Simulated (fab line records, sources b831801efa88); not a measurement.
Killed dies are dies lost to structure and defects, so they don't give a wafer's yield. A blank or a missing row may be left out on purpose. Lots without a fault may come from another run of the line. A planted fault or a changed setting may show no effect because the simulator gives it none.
fab line records | flow sky130
record lots=5 wafers=15 last_day=49
route steps=708 shown VT_ADJUST_HVTP@93 VT_ADJUST_LVTN@97
lots that met no fault: from a run of the same line without faults
start_h: hours from the record's first day to the start of the lot's first wafer shown | wait_h: hours since the lot's step before | " the same as in the row above | L1.1+2: a row that stands for several wafers | - no value, or no start given | * or withheld: withheld | < > ~ a bound
route shown NAME@n: a module of which the file shows steps, and the number in the route of the first | usual: mean/standard deviation of fault-free wafers | same: alike in all rows | chamber/n: place in a boat | sites: the reading at each site | _std_site: their standard deviation | _edge_site: outer sites' mean less inner sites' | radius_mm: how far each site lies from the wafer's centre | mask NAME#n: copy n | behind: the tool/chamber that last shaped the wafer | hold: why the lot was held/for how many hours/how that ended | device: the transistor (n, p or np) that didn't switch | end of line: the same wafers' tests at the end of the route | a step without rows: its recipe alone | killed: dies lost to structure and defects at the first sort, not the wafer's yield | map: a wafer's dies, x killed, . not, _ none there
set.NAME: the setting as run; set.NAME@STEP: as run at that earlier step | model.NAME: the simulator's own value behind a step, which no gauge read
lots at some steps of the route; a table a step, a row a wafer
services: from which hour (start_h, from the record's first day; less than 0 if before it) a tool's chamber was out of use, for how many hours, and why
## steps
# step SKY_VT_ADJUST_HVTP_OVL_MEAS_08
# usual VT_ADJUST_HVTP_OVL=-0.1/1.3
# columns lot.wafer tool chamber start_h wait_h VT_ADJUST_HVTP_OVL[nm]
L074.2 overlay-01 - 125.41 0.1 -0.2
L074.3 " - " " 2.1
L074.5 " - " " 2.5
L075.1 overlay-02 - 130.64 0.1 -0.5
L075.4 " - " " -2.1
L075.5 " - " " 0.4
L078.2 overlay-01 - 150.16 0.1 1.4
L078.3 " - " " -0.9
L078.5 " - " " 1.5
L080.1 overlay-02 - 161.20 0.1 -1.2
L080.3 " - " " -0.7
L080.5 " - " " -1.7
L094.1 overlay-01 - 248.20 0.1 -1.7
L094.4 " - " " -1.4
L094.6 " - " " -1.3
# step SKY_VT_ADJUST_HVTP_IMPLANT_09
# recipe species=As energy_kev=150 dose_cm2=4.3e+12 tilt_deg=withheld
# columns lot.wafer tool chamber start_h wait_h
L074.2+3+5 implanter-04 0 125.47 0.0
L075.1+4+5 implanter-03 0 130.68 0.0
L078.2+3+5 implanter-01 0 150.22 0.0
L080.1+3+5 implanter-03 0 161.24 0.0
L094.1+4+6 implanter-03 0 248.24 0.0
# step SKY_VT_ADJUST_HVTP_STRIP_10
# recipe chemistry=O2/N2 power_w=1400 pressure_mtorr=1500 platen_temp_c=withheld o2_flow_sccm=3000 n2_flow_sccm=300 overash_fraction=0.5
# usual drypump_motor_current_A=5.61/0.24 n2_flow_sccm=300.2/0.81 oes_product_au=0.716/0.0044 strip_time_to_endpoint_s=14.19/0.043
# columns lot.wafer tool chamber start_h wait_h drypump_motor_current_A n2_flow_sccm oes_product_au rf_hours_counter_h strip_time_to_endpoint_s
L074.2 plasma_asher-03 0 125.59 0.1 5.12 300.7 0.712 33 14.17
L074.3 " 1 " " 5.87 301.4 0.719 - 14.19
L074.5 " 1 " " 5.86 300.4 0.716 - 14.15
L075.1 plasma_asher-01 1 130.83 0.1 5.70 299.8 0.716 1 14.14
L075.4 " 0 " " 5.58 299.4 0.726 - 14.15
L075.5 " 0 " " 5.58 300.3 0.710 - 14.12
L078.2 plasma_asher-04 0 150.34 0.1 5.42 299.4 0.720 47 14.16
L078.3 " 0 " " 5.42 298.3 0.714 - 14.19
L078.5 " 0 " " 5.39 299.7 0.723 - 14.18
L080.1 plasma_asher-01 1 161.39 0.1 5.67 301.7 0.708 4 14.24
L080.3 " 0 " " 5.57 299.8 0.718 - 14.23
L080.5 " 0 " " 5.55 299.3 0.711 - 14.22
L094.1 plasma_asher-01 0 248.39 0.1 5.59 299.9 0.715 13 14.22
L094.4 " 0 " " 5.58 301.0 0.717 - 14.22
L094.6 " 0 " " 5.57 299.2 0.718 - 14.20
# step SKY_VT_ADJUST_HVTP_TW_MEAS_11
# usual VT_ADJUST_HVTP_TW=1349/7.9
# columns lot.wafer tool chamber start_h wait_h VT_ADJUST_HVTP_TW
L074.2 film_metro-04 - 125.70 0.1 1347
L074.3 " - " " 1359
L074.5 " - " " 1357
L075.1 film_metro-02 - 130.93 0.1 1354
L075.4 " - " " 1356
L075.5 " - " " 1347
L078.2 film_metro-03 - 150.45 0.1 1337
L078.3 " - " " 1335
L078.5 " - " " 1334
L080.1 film_metro-04 - 161.49 0.1 1350
L080.3 " - " " 1356
L080.5 " - " " 1355
L094.1 film_metro-02 - 248.49 0.1 1351
L094.4 " - " " 1343
L094.6 " - " " 1354
# step SKY_VT_ADJUST_LVTN_DEHYDRATE_00
# recipe temp_c=200 time_s=60
# usual exhaust_pa=44.9/0.89
# columns lot.wafer tool chamber start_h wait_h exhaust_pa
L074.2 litho_track-01 0 134.66 8.9 47.4
L074.3 " 0 " " 46.8
L074.5 " 0 " " 45.8
L075.1 litho_track-03 0 139.92 9.0 43.7
L075.4 " 0 " " 44.2
L075.5 " 0 " " 44.9
L078.2 litho_track-03 0 160.35 9.9 45.8
L078.3 " 0 " " 46.4
L078.5 " 0 " " 44.5
L080.1 litho_track-02 0 170.56 9.1 45.1
L080.3 " 0 " " 45.5
L080.5 " 0 " " 45.6
L094.1 litho_track-02 0 259.31 10.8 45.3
L094.4 " 0 " " 44.5
L094.6 " 0 " " 45.0
# step SKY_VT_ADJUST_LVTN_HMDS_01
# recipe prime_time_s=60 prime_temp_c=120
# usual exhaust_pa=44.8/0.77 prime_temp_c=119.97/0.16
# columns lot.wafer tool chamber start_h wait_h exhaust_pa prime_temp_c
L074.2 litho_track-01 0 134.81 0.1 44.2 119.88
L074.3 " 0 " " 43.4 120.09
L074.5 " 0 " " 43.5 119.91
L075.1 litho_track-03 0 140.07 0.1 46.2 119.75
L075.4 " 0 " " 46.0 119.74
L075.5 " 0 " " 45.4 119.73
L078.2 litho_track-03 0 160.50 0.1 44.2 120.15
L078.3 " 0 " " 44.4 119.82
L078.5 " 0 " " 43.5 119.98
L080.1 litho_track-02 0 170.71 0.1 43.5 119.96
L080.3 " 0 " " 43.9 119.91
L080.5 " 0 " " 44.7 119.78
L094.1 litho_track-02 0 259.46 0.1 44.2 119.97
L094.4 " 0 " " 44.8 119.89
L094.6 " 0 " " 45.1 120.07
# step SKY_VT_ADJUST_LVTN_COAT_02
# recipe spin_rpm=2000 resist_thk_nm=3000
# usual exhaust_pa=45.1/0.95
# columns lot.wafer tool chamber start_h wait_h exhaust_pa
L074.2 litho_track-01 0 134.96 0.1 44.8
L074.3 " 0 " " 45.3
L074.5 " 0 " " 44.9
L075.1 litho_track-03 0 140.22 0.1 46.3
L075.4 " 0 " " 45.6
L075.5 " 0 " " 45.6
L078.2 litho_track-03 0 160.65 0.1 45.0
L078.3 " 0 " " 45.5
L078.5 " 0 " " 44.5
L080.1 litho_track-02 0 170.86 0.1 44.4
L080.3 " 0 " " 43.7
L080.5 " 0 " " 45.1
L094.1 litho_track-02 0 259.61 0.1 44.4
L094.4 " 0 " " 45.2
L094.6 " 0 " " 43.8
# step SKY_VT_ADJUST_LVTN_SOFTBAKE_03
# recipe temp_c=110 time_s=withheld
# usual exhaust_pa=44.9/0.9
# columns lot.wafer tool chamber start_h wait_h exhaust_pa
L074.2 litho_track-01 0 135.12 0.1 45.2
L074.3 " 0 " " 45.4
L074.5 " 0 " " 45.4
L075.1 litho_track-03 0 140.37 0.1 46.1
L075.4 " 0 " " 44.3
L075.5 " 0 " " 45.1
L078.2 litho_track-03 0 160.80 0.1 44.5
L078.3 " 0 " " 43.8
L078.5 " 0 " " 43.8
L080.1 litho_track-02 0 171.01 0.1 44.2
L080.3 " 0 " " 44.1
L080.5 " 0 " " 43.9
L094.1 litho_track-02 0 259.76 0.1 43.9
L094.4 " 0 " " 44.3
L094.6 " 0 " " 44.7
# step SKY_VT_ADJUST_LVTN_EXPOSE_04
# recipe mask_id=NWM_COMPLEMENT_LESS_NATIVE na=0.6 source_shape=conventional sigma_outer=0.6 polarization=unpolarized target_cd_nm=840 dose_mj=194
# columns lot.wafer tool chamber start_h wait_h mask
L074.2+3+5 iline_stepper-01 0 - - NWM_COMPLEMENT_LESS_NATIVE#0
L075.1+4+5 iline_stepper-02 0 - - NWM_COMPLEMENT_LESS_NATIVE#0
L078.2+3+5 iline_stepper-02 0 - - NWM_COMPLEMENT_LESS_NATIVE#0
L080.1+3+5 iline_stepper-02 0 - - NWM_COMPLEMENT_LESS_NATIVE#0
L094.1+4+6 iline_stepper-02 0 - - NWM_COMPLEMENT_LESS_NATIVE#0
# step SKY_VT_ADJUST_LVTN_PEB_05
# recipe temp_c=115 time_s=withheld
# usual exhaust_pa=45.4/0.91
# columns lot.wafer tool chamber start_h wait_h exhaust_pa
L074.2 litho_track-03 0 - - 45.4
L074.3 " 0 " " 45.1
L074.5 " 0 " " 45.7
L075.1 litho_track-02 0 - - 43.7
L075.4 " 0 " " 43.4
L075.5 " 0 " " 45.0
L078.2 litho_track-02 0 - - 45.1
L078.3 " 0 " " 45.8
L078.5 " 0 " " 44.7
L080.1 litho_track-03 0 - - 45.9
L080.3 " 0 " " 45.4
L080.5 " 0 " " 45.6
L094.1 litho_track-01 0 - - 43.9
L094.4 " 0 " " 44.7
L094.6 " 0 " " 43.5
# step SKY_VT_ADJUST_LVTN_DEVELOP_06
# recipe wall_angle_deg=90 developer=TMAH develop_time_s=60 dev_temp_c=23
# usual exhaust_pa=44.8/0.94
# columns lot.wafer tool chamber start_h wait_h exhaust_pa
L074.2 litho_track-03 0 - - 45.8
L074.3 " 0 " " 46.1
L074.5 " 0 " " 46.1
L075.1 litho_track-02 0 - - 44.7
L075.4 " 0 " " 44.7
L075.5 " 0 " " 44.9
L078.2 litho_track-02 0 - - 45.6
L078.3 " 0 " " 44.6
L078.5 " 0 " " 45.5
L080.1 litho_track-03 0 - - 45.2
L080.3 " 0 " " 46.9
L080.5 " 0 " " 44.8
L094.1 litho_track-01 0 - - 45.1
L094.4 " 0 " " 45.6
L094.6 " 0 " " 45.8
# step SKY_VT_ADJUST_LVTN_OVL_MEAS_07
# usual VT_ADJUST_LVTN_OVL=0.3/1.5
# columns lot.wafer tool chamber start_h wait_h VT_ADJUST_LVTN_OVL[nm]
L074.2 overlay-02 - 144.63 - 1.6
L074.3 " - " " 0.0
L074.5 " - " " 0.0
L075.1 overlay-02 - 149.86 - -2.5
L075.4 " - " " -1.1
L075.5 " - " " -1.5
L078.2 overlay-02 - 176.07 - 1.8
L078.3 " - " " 2.9
L078.5 " - " " 1.0
L080.1 overlay-02 - 182.22 - 1.3
L080.3 " - " " 0.4
L080.5 " - " " 0.1
L094.1 overlay-01 - 272.34 - 1.7
L094.4 " - " " 1.2
L094.6 " - " " 2.6
# step SKY_VT_ADJUST_LVTN_IMPLANT_08
# recipe species=B energy_kev=30 dose_cm2=1.57e+12 tilt_deg=withheld
# columns lot.wafer tool chamber start_h wait_h
L074.2+3+5 implanter-04 0 144.68 0.0
L075.1+4+5 implanter-03 0 149.90 0.0
L078.2+3+5 implanter-04 0 176.12 0.0
L080.1+3+5 implanter-03 0 182.26 0.0
L094.1+4+6 implanter-04 0 272.37 0.0
# step SKY_VT_ADJUST_LVTN_STRIP_09
# recipe chemistry=O2/N2 power_w=1400 pressure_mtorr=1500 platen_temp_c=withheld o2_flow_sccm=3000 n2_flow_sccm=300 overash_fraction=0.5
# usual drypump_motor_current_A=5.6/0.31 n2_flow_sccm=300.1/0.85 oes_product_au=0.723/0.0052 strip_time_to_endpoint_s=36.92/0.095
# columns lot.wafer tool chamber start_h wait_h drypump_motor_current_A n2_flow_sccm oes_product_au rf_hours_counter_h strip_time_to_endpoint_s
L074.2 plasma_asher-02 1 144.81 0.1 6.0 299.8 0.719 41 36.85
L074.3 " 0 " " 5.4 299.8 0.721 - 36.79
L074.5 " 0 " " 5.4 299.6 0.723 - 36.76
L075.1 plasma_asher-02 0 150.05 0.1 5.4 301.6 0.719 42 36.90
L075.4 " 1 " " 6.0 299.5 0.729 - 36.93
L075.5 " 1 " " 6.0 299.7 0.729 - 36.90
L078.2 plasma_asher-04 1 176.25 0.1 5.9 301.4 0.723 49 36.99
L078.3 " 0 " " 5.4 300.5 0.726 - 36.97
L078.5 " 0 " " 5.4 299.5 0.718 - 36.92
L080.1 plasma_asher-03 0 182.41 0.1 5.1 300.1 0.724 39 36.95
L080.3 " 1 " " 5.9 301.2 0.724 - 36.84
L080.5 " 0 " " 5.1 301.6 0.723 - 36.80
L094.1 plasma_asher-02 0 272.52 0.1 5.4 300.4 0.726 53 36.84
L094.4 " 1 " " 6.0 299.7 0.720 - 36.99
L094.6 " 0 " " 5.4 299.1 0.724 - 36.98
# step SKY_VT_ADJUST_LVTN_TW_MEAS_10
# usual VT_ADJUST_LVTN_TW=241.1/1.2
# columns lot.wafer tool chamber start_h wait_h VT_ADJUST_LVTN_TW
L074.2 film_metro-01 - 144.92 0.1 242.6
L074.3 " - " " 241.5
L074.5 " - " " 242.0
L075.1 film_metro-04 - 150.15 0.1 242.5
L075.4 " - " " 240.8
L075.5 " - " " 241.0
L078.2 film_metro-01 - 176.36 0.1 241.7
L078.3 " - " " 242.7
L078.5 " - " " 241.9
L080.1 film_metro-01 - 182.51 0.1 241.7
L080.3 " - " " 240.5
L080.5 " - " " 242.0
L094.1 film_metro-02 - 272.62 0.1 238.6
L094.4 " - " " 238.8
L094.6 " - " " 239.4
# step SKY_VT_ADJUST_LVTN_DEHYDRATE_11
# recipe temp_c=200 time_s=60
# usual exhaust_pa=45.0/0.9
# columns lot.wafer tool chamber start_h wait_h exhaust_pa
L074.2 litho_track-03 0 154.30 9.4 45.6
L074.3 " 0 " " 44.3
L074.5 " 0 " " 44.8
L075.1 litho_track-01 0 159.79 9.6 44.1
L075.4 " 0 " " 46.5
L075.5 " 0 " " 45.8
L078.2 litho_track-02 0 186.59 10.2 45.8
L078.3 " 0 " " 44.8
L078.5 " 0 " " 44.7
L080.1 litho_track-01 0 192.14 9.6 44.8
L080.3 " 0 " " 43.6
L080.5 " 0 " " 44.4
L094.1 litho_track-01 0 284.04 11.4 44.3
L094.4 " 0 " " 45.1
L094.6 " 0 " " 44.2
# step SKY_VT_ADJUST_LVTN_HMDS_12
# recipe prime_time_s=60 prime_temp_c=120
# usual exhaust_pa=45.2/0.91 prime_temp_c=119.99/0.12
# columns lot.wafer tool chamber start_h wait_h exhaust_pa prime_temp_c
L074.2 litho_track-03 0 154.45 0.1 44.9 120.01
L074.3 " 0 " " 46.0 120.16
L074.5 " 0 " " 45.7 120.08
L075.1 litho_track-01 0 159.94 0.1 45.0 119.88
L075.4 " 0 " " 44.2 120.11
L075.5 " 0 " " 42.9 120.11
L078.2 litho_track-02 0 186.74 0.1 45.9 120.01
L078.3 " 0 " " 45.7 119.90
L078.5 " 0 " " 45.6 119.87
L080.1 litho_track-01 0 192.29 0.1 46.0 120.04
L080.3 " 0 " " 45.4 119.88
L080.5 " 0 " " 45.9 120.06
L094.1 litho_track-01 0 284.19 0.1 44.9 119.88
L094.4 " 0 " " 45.1 119.97
L094.6 " 0 " " 46.3 120.07
# step SKY_VT_ADJUST_LVTN_COAT_13
# recipe resist=NOVOLAK spin_rpm=3000 resist_thk_nm=1140
# usual exhaust_pa=45.1/0.82
# columns lot.wafer tool chamber start_h wait_h exhaust_pa
L074.2 litho_track-03 0 154.60 0.1 44.2
L074.3 " 0 " " 46.1
L074.5 " 0 " " 45.2
L075.1 litho_track-01 0 160.09 0.1 45.8
L075.4 " 0 " " 45.5
L075.5 " 0 " " 45.1
L078.2 litho_track-02 0 186.89 0.1 45.1
L078.3 " 0 " " 45.5
L078.5 " 0 " " 46.0
L080.1 litho_track-01 0 192.44 0.1 45.6
L080.3 " 0 " " 44.5
L080.5 " 0 " " 45.9
L094.1 litho_track-01 0 284.34 0.1 43.7
L094.4 " 0 " " 46.1
L094.6 " 0 " " 45.8
# step SKY_VT_ADJUST_LVTN_SOFTBAKE_14
# recipe temp_c=90 time_s=60 resist=NOVOLAK
# usual exhaust_pa=45.3/0.83
# columns lot.wafer tool chamber start_h wait_h exhaust_pa
L074.2 litho_track-03 0 154.75 0.1 47.2
L074.3 " 0 " " 46.4
L074.5 " 0 " " 46.1
L075.1 litho_track-01 0 160.24 0.1 43.7
L075.4 " 0 " " 44.0
L075.5 " 0 " " 45.0
L078.2 litho_track-02 0 187.04 0.1 46.5
L078.3 " 0 " " 44.2
L078.5 " 0 " " 45.2
L080.1 litho_track-01 0 192.59 0.1 44.9
L080.3 " 0 " " 44.7
L080.5 " 0 " " 44.6
L094.1 litho_track-01 0 284.49 0.1 44.5
L094.4 " 0 " " 43.9
L094.6 " 0 " " 44.4
## services
# columns tool chamber start_h hours kind
plasma_asher-01 - 108.75 9.0 pm
plasma_asher-01 0 108.75 9.0 vent_cycle
plasma_asher-01 1 108.75 9.0 vent_cycle
plasma_asher-03 - 111.79 7.0 repair
plasma_asher-01 0 117.75 - clean
plasma_asher-01 1 117.75 - clean
implanter-04 - 138.49 6.1 pm
iline_stepper-01 0 150.04 - calibration
implanter-01 - 158.36 15.5 pm
iline_stepper-02 - 161.03 5.0 repair
implanter-03 - 171.01 7.0 repair
iline_stepper-02 - 201.03 2.3 repair
iline_stepper-02 - 222.53 3.6 repair
iline_stepper-02 - 226.15 8.9 pm
implanter-04 - 229.63 1.9 repair
plasma_asher-04 - 234.41 0.7 repair
iline_stepper-01 - 235.04 1.7 pm
iline_stepper-02 - 256.85 1.7 pm
## key
fault none
